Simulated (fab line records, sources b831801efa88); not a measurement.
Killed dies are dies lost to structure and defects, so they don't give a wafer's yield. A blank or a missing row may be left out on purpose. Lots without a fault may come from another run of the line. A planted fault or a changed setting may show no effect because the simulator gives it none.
fab line records | flow sky130
record lots=5 wafers=15 last_day=49
route steps=708 shown SONOS_ONO@175 GATE_OXIDE@187
lots that met no fault: from a run of the same line without faults
start_h: hours from the record's first day to the start of the lot's first wafer shown | wait_h: hours since the lot's step before | " the same as in the row above | L1.1+2: a row that stands for several wafers | - no value, or no start given | * or withheld: withheld | < > ~ a bound
route shown NAME@n: a module of which the file shows steps, and the number in the route of the first | usual: mean/standard deviation of fault-free wafers | same: alike in all rows | chamber/n: place in a boat | sites: the reading at each site | _std_site: their standard deviation | _edge_site: outer sites' mean less inner sites' | radius_mm: how far each site lies from the wafer's centre | mask NAME#n: copy n | behind: the tool/chamber that last shaped the wafer | hold: why the lot was held/for how many hours/how that ended | device: the transistor (n, p or np) that didn't switch | end of line: the same wafers' tests at the end of the route | a step without rows: its recipe alone | killed: dies lost to structure and defects at the first sort, not the wafer's yield | map: a wafer's dies, x killed, . not, _ none there
set.NAME: the setting as run; set.NAME@STEP: as run at that earlier step | model.NAME: the simulator's own value behind a step, which no gauge read
lots at some steps of the route; a table a step, a row a wafer
services: from which hour (start_h, from the record's first day; less than 0 if before it) a tool's chamber was out of use, for how many hours, and why
## steps
# step SKY_SONOS_ONO_HMDS_07
# recipe prime_time_s=60 prime_temp_c=120
# columns lot.wafer tool chamber start_h wait_h
L081.1+5+6 litho_track-01 0 315.94 0.1
L086.3+4+5 litho_track-04 0 366.53 0.1
L088.2+3+4 litho_track-04 0 411.40 0.1
L092.1+2+3 litho_track-04 0 412.58 0.1
L094.2+4+5 litho_track-01 0 436.41 0.1
# step SKY_SONOS_ONO_COAT_08
# recipe resist=NOVOLAK spin_rpm=3000 resist_thk_nm=1140
# usual spin_speed_rpm=3000.6/1.8
# columns lot.wafer tool chamber start_h wait_h spin_speed_rpm
L081.1 litho_track-01 0 316.09 0.1 2999.1
L081.5 " 0 " " 3002.9
L081.6 " 0 " " 3003.4
L086.3 litho_track-04 0 366.68 0.1 3000.8
L086.4 " 0 " " 3001.0
L086.5 " 0 " " 2999.8
L088.2 litho_track-04 0 411.55 0.1 3000.1
L088.3 " 0 " " 3005.4
L088.4 " 0 " " 3003.5
L092.1 litho_track-04 0 412.73 0.1 2997.2
L092.2 " 0 " " 3000.8
L092.3 " 0 " " 3000.1
L094.2 litho_track-01 0 436.56 0.1 2996.5
L094.4 " 0 " " 3002.6
L094.5 " 0 " " 2999.5
# step SKY_SONOS_ONO_SOFTBAKE_09
# recipe temp_c=90 time_s=60 resist=NOVOLAK
# columns lot.wafer tool chamber start_h wait_h
L081.1+5+6 litho_track-01 0 316.24 0.1
L086.3+4+5 litho_track-04 0 366.83 0.1
L088.2+3+4 litho_track-04 0 411.70 0.1
L092.1+2+3 litho_track-04 0 412.88 0.1
L094.2+4+5 litho_track-01 0 436.71 0.1
# step SKY_SONOS_ONO_EXPOSE_10
# recipe mask_id=ONOM target_cd_nm=410 na=0.6 source_shape=conventional sigma_outer=0.6 dose_mj=150
# usual focus_offset_nm=-0.1/0.44
# same na=0.6
# columns lot.wafer tool chamber start_h wait_h mask focus_offset_nm
L081.1 iline_stepper-01 0 - - ONOM#0 -0.3
L081.5 " 0 " " ONOM#0 0.0
L081.6 " 0 " " ONOM#0 0.0
L086.3 iline_stepper-02 0 - - ONOM#0 -1.0
L086.4 " 0 " " ONOM#0 -0.8
L086.5 " 0 " " ONOM#0 0.2
L088.2 iline_stepper-02 0 - - ONOM#0 -0.2
L088.3 " 0 " " ONOM#0 0.0
L088.4 " 0 " " ONOM#0 0.1
L092.1 iline_stepper-01 0 - - ONOM#0 0.2
L092.2 " 0 " " ONOM#0 -0.2
L092.3 " 0 " " ONOM#0 -0.2
L094.2 iline_stepper-02 0 - - ONOM#0 0.2
L094.4 " 0 " " ONOM#0 0.0
L094.5 " 0 " " ONOM#0 0.3
# step SKY_SONOS_ONO_PEB_11
# recipe temp_c=withheld time_s=* resist=NOVOLAK
# columns lot.wafer tool chamber start_h wait_h
L081.1+5+6 litho_track-04 0 - -
L086.3+4+5 litho_track-01 0 - -
L088.2+3+4 litho_track-04 0 - -
L092.1+2+3 litho_track-01 0 - -
L094.2+4+5 litho_track-04 0 - -
# step SKY_SONOS_ONO_DEVELOP_12
# recipe develop_time_s=60 dev_temp_c=23
# same develop_time_s=60
# columns lot.wafer tool chamber start_h wait_h
L081.1+5+6 litho_track-04 0 328.98 0.1
L086.3+4+5 litho_track-01 0 380.39 0.1
L088.2+3+4 litho_track-04 0 426.90 0.1
L092.1+2+3 litho_track-01 0 427.64 0.1
L094.2+4+5 litho_track-04 0 452.60 0.1
# step SKY_SONOS_ONO_CD_MEAS_13
# recipe target_cd_nm=410
# usual cd_nm=410/3.1
# columns lot.wafer tool chamber start_h wait_h cd_nm
L081.1 cd_sem-01 - 329.13 0.1 413
L081.5 " - " " 413
L081.6 " - " " 413
L086.3 cd_sem-01 - 380.53 0.1 409
L086.4 " - " " 413
L086.5 " - " " 411
L088.2 cd_sem-02 - 427.05 0.1 411
L088.3 " - " " 411
L088.4 " - " " 412
L092.1 cd_sem-02 - 427.79 0.1 409
L092.2 " - " " 412
L092.3 " - " " 409
L094.2 cd_sem-02 - 452.75 0.1 400
L094.4 " - " " 404
L094.5 " - " " 402
# step SKY_SONOS_ONO_OVL_MEAS_14
# usual SONOS_ONO_OVL=0.2/1.4
# columns lot.wafer tool chamber start_h wait_h SONOS_ONO_OVL[nm]
L081.1 overlay-01 - 329.25 0.1 2.0
L081.5 " - " " 1.5
L081.6 " - " " 1.3
L086.3 overlay-01 - 380.62 0.1 -0.6
L086.4 " - " " -0.9
L086.5 " - " " -0.6
L088.2 overlay-02 - 427.15 0.1 0.3
L088.3 " - " " 1.3
L088.4 " - " " -0.7
L092.1 overlay-02 - 427.91 0.1 -0.9
L092.2 " - " " 2.2
L092.3 " - " " 1.2
L094.2 overlay-01 - 452.85 0.1 -2.4
L094.4 " - " " -0.8
L094.5 " - " " -1.1
# step SKY_SONOS_ONO_ETCH_15
# recipe target_depth_nm=19.52 chemistry=CHF3/O2 source_w=600 bias_w=200 pressure_mtorr=40 chf3_flow_sccm=50 O2_flow_sccm=5 time_s=8.094
# usual drypump_motor_current_A=5.7/0.67 oes_product_au=0.997/0.0072 throttle_valve_pct=8.825/0.0093
# columns lot.wafer tool chamber start_h wait_h drypump_motor_current_A oes_product_au rf_hours_counter_h throttle_valve_pct
L081.1 rie_diel-04 2 329.28 0.0 6.8 1.002 95 8.821
L081.5 " 0 " " 5.9 1.001 - 8.825
L081.6 " 1 " " 5.5 0.997 - 8.829
L086.3 rie_diel-03 3 380.64 0.0 5.1 0.999 22 8.834
L086.4 " 1 " " 6.2 1.009 42 8.809
L086.5 " 2 " " 6.5 0.994 - 8.826
L088.2 rie_diel-04 2 427.18 0.0 6.8 0.997 96 8.821
L088.3 " 0 " " 5.9 1.000 49 8.824
L088.4 " 3 " " 6.0 0.989 87 8.815
L092.1 rie_diel-03 0 427.94 0.0 4.7 0.998 73 8.826
L092.2 " 2 " " 6.5 1.006 4 8.822
L092.3 " 1 " " 6.2 1.003 43 8.829
L094.2 rie_diel-02 3 452.88 0.0 5.4 0.998 0 8.826
L094.4 " 1 " " 5.0 0.988 23 8.821
L094.5 " 3 " " 5.4 1.003 - 8.821
# step SKY_SONOS_ONO_WET_ETCH_16
# recipe chemistry=dHF target_depth_nm=14 dry=n2_spin target=SiO2 dilution=100:1 temp_c=25 time_s=280
# columns lot.wafer tool chamber start_h wait_h
L081.1+5+6 wet_bench-01 1 329.30 0.0
L086.3+4+5 wet_bench-01 2 380.67 0.0
L088.2+3+4 wet_bench-01 0 427.20 0.0
L092.1+2+3 wet_bench-02 3 427.97 0.0
L094.2+4+5 wet_bench-03 0 452.90 0.0
# step SKY_SONOS_ONO_STRIP_17
# recipe chemistry=O2/N2 power_w=1400 pressure_mtorr=1500 platen_temp_c=withheld o2_flow_sccm=3000 n2_flow_sccm=300 overash_fraction=0.5
# usual drypump_motor_current_A=5.7/0.46 oes_product_au=0.710/0.0045 strip_time_to_endpoint_s=14.09/0.042
# columns lot.wafer tool chamber start_h wait_h drypump_motor_current_A oes_product_au rf_hours_counter_h strip_time_to_endpoint_s
L081.1 plasma_asher-01 0 329.39 0.0 5.4 0.717 63 14.14
L081.5 " 1 " " 5.9 0.711 - 14.17
L081.6 " 0 " " 5.4 0.717 - 14.17
L086.3 plasma_asher-02 0 380.79 0.0 5.0 0.707 - 14.09
L086.4 " 1 " " 6.2 0.711 - 14.07
L086.5 " 1 " " 6.2 0.703 - 14.08
L088.2 plasma_asher-01 1 427.29 0.0 6.0 0.712 73 14.07
L088.3 " 0 " " 5.4 0.712 - 14.08
L088.4 " 1 " " 6.0 0.712 - 14.12
L092.1 plasma_asher-02 0 428.05 0.0 5.0 0.713 29 14.09
L092.2 " 1 " " 6.2 0.706 29 14.11
L092.3 " 1 " " 6.2 0.710 - 14.10
L094.2 plasma_asher-01 0 452.99 0.0 5.4 0.710 77 14.06
L094.4 " 1 " " 5.9 0.712 - 14.06
L094.5 " 1 " " 5.9 0.718 - 14.05
# step SKY_SONOS_ONO_WET_ETCH_18
# recipe chemistry=H3PO4 target_depth_nm=15 target=Si3N4 temp_c=160 time_s=172
# columns lot.wafer tool chamber start_h wait_h
L081.1+5+6 wet_bench-02 1 329.49 0.1
L086.3+4+5 wet_bench-02 2 380.85 0.0
L088.2+3+4 wet_bench-01 3 427.39 0.1
L092.1+2+3 wet_bench-03 2 428.15 0.1
L094.2+4+5 wet_bench-02 1 453.09 0.1
# step SKY_GATE_OXIDE_CLEAN_00
# recipe chemistry=SC1/SC2 mix=1:4:20 temp_c=70 time_s=150 dry=n2_spin
# columns lot.wafer tool chamber start_h wait_h
L081.1+5+6 wet_bench-03 2 329.55 0.0
L086.3+4+5 wet_bench-01 2 380.91 0.0
L088.2+3+4 wet_bench-03 1 427.45 0.0
L092.1+2+3 wet_bench-02 0 428.21 0.0
L094.2+4+5 wet_bench-01 3 453.15 0.0
# step SKY_GATE_OXIDE_OXIDATION_01
# recipe temp_c=900 ambient=O2 stabilise_s=600 purge_s=300 target_thk_a=102.68 ox_time_s=1473
# usual spike_tc_centre_C=899.4/1.6 spike_tc_upper_C=900.6/1.4
# columns lot.wafer tool chamber start_h wait_h spike_tc_centre_C spike_tc_upper_C
L081.1 furnace-01 0 329.60 0.0 900.2 901.5
L081.5 " 0 " " 901.7 897.8
L081.6 " 0 " " 901.9 899.0
L086.3 furnace-02 0 383.08 2.1 896.8 901.8
L086.4 " 0 " " 897.4 900.9
L086.5 " 0 " " 897.0 901.4
L088.2 furnace-01 0 428.03 0.5 899.9 900.4
L088.3 " 0 " " 900.3 898.9
L088.4 " 0 " " 899.4 900.2
L092.1 furnace-02 0 429.33 1.1 899.1 903.3
L092.2 " 0 " " 898.8 901.7
L092.3 " 0 " " 897.0 899.8
L094.2 furnace-01 0 453.20 0.0 900.5 897.8
L094.4 " 0 " " 900.4 899.6
L094.5 " 0 " " 900.4 900.7
# step SKY_GATE_OXIDE_THK_MEAS_02
# recipe reads=SiO2_of_GATE_OXIDE_OXIDATION_01
# usual GATE_OXIDE_OXIDATION_00_THK=10.21/0.18
# columns lot.wafer tool chamber start_h wait_h GATE_OXIDE_OXIDATION_00_THK[nm]
L081.1 film_metro-04 - 331.01 0.0 10.49
L081.5 " - " " 10.65
L081.6 " - " " 10.39
L086.3 film_metro-03 - 384.51 0.0 10.16
L086.4 " - " " 10.00
L086.5 " - " " 10.05
L088.2 film_metro-01 - 429.44 0.0 10.06
L088.3 " - " " 10.20
L088.4 " - " " 10.11
L092.1 film_metro-04 - 430.74 0.0 10.32
L092.2 " - " " 10.40
L092.3 " - " " 10.38
L094.2 film_metro-01 - 454.62 0.0 10.10
L094.4 " - " " 10.16
L094.5 " - " " 10.22
# step SKY_GATE_OXIDE_DEHYDRATE_03
# recipe temp_c=200 time_s=60
# columns lot.wafer tool chamber start_h wait_h
L081.1+5+6 litho_track-03 0 344.03 13.0
L086.3+4+5 litho_track-01 0 397.74 13.2
L088.2+3+4 litho_track-02 0 444.28 14.8
L092.1+2+3 litho_track-03 0 445.88 15.1
L094.2+4+5 litho_track-03 0 469.15 14.5
# step SKY_GATE_OXIDE_HMDS_04
# recipe prime_time_s=60 prime_temp_c=120
# columns lot.wafer tool chamber start_h wait_h
L081.1+5+6 litho_track-03 0 344.18 0.1
L086.3+4+5 litho_track-01 0 397.89 0.1
L088.2+3+4 litho_track-02 0 444.43 0.1
L092.1+2+3 litho_track-03 0 446.03 0.1
L094.2+4+5 litho_track-03 0 469.30 0.1
# step SKY_GATE_OXIDE_COAT_05
# recipe resist=NOVOLAK spin_rpm=3000 resist_thk_nm=1140
# usual spin_speed_rpm=2999.8/2.5
# columns lot.wafer tool chamber start_h wait_h spin_speed_rpm
L081.1 litho_track-03 0 344.33 0.1 3002.9
L081.5 " 0 " " 2998.9
L081.6 " 0 " " 2997.6
L086.3 litho_track-01 0 398.04 0.1 2997.2
L086.4 " 0 " " 3001.0
L086.5 " 0 " " 2994.5
L088.2 litho_track-02 0 444.58 0.1 2997.9
L088.3 " 0 " " 3000.6
L088.4 " 0 " " 2998.7
L092.1 litho_track-03 0 446.18 0.1 3000.8
L092.2 " 0 " " 3002.7
L092.3 " 0 " " 2997.2
L094.2 litho_track-03 0 469.45 0.1 2998.9
L094.4 " 0 " " 2997.0
L094.5 " 0 " " 2996.9
## services
# columns tool chamber start_h hours kind
iline_stepper-02 - 295.30 28.9 pm
plasma_asher-02 - 298.69 0.9 repair
iline_stepper-02 - 325.97 7.2 repair
plasma_asher-02 - 336.38 7.5 repair
furnace-02 - 339.79 4.0 pm
wet_bench-01 - 350.00 3.6 repair
rie_diel-04 - 368.71 15.6 pm
wet_bench-03 - 368.98 1.9 pm
furnace-01 - 370.62 4.1 pm
rie_diel-02 2 381.14 - clean
rie_diel-02 2 381.14 8.0 scheduled_down
rie_diel-03 1 382.63 7.7 repair
iline_stepper-01 - 383.96 1.7 pm
iline_stepper-02 0 390.69 - calibration
rie_diel-04 2 399.09 23.4 repair
iline_stepper-01 - 402.49 2.6 repair
iline_stepper-01 0 403.44 - calibration
plasma_asher-02 - 429.75 9.1 repair
plasma_asher-02 - 438.90 14.6 pm
rie_diel-03 2 445.80 2.8 repair
iline_stepper-01 - 451.67 - calibration
rie_diel-04 - 453.15 4.0 pm
plasma_asher-01 - 458.54 4.7 repair
furnace-01 - 469.32 3.2 pm
## key
fault none
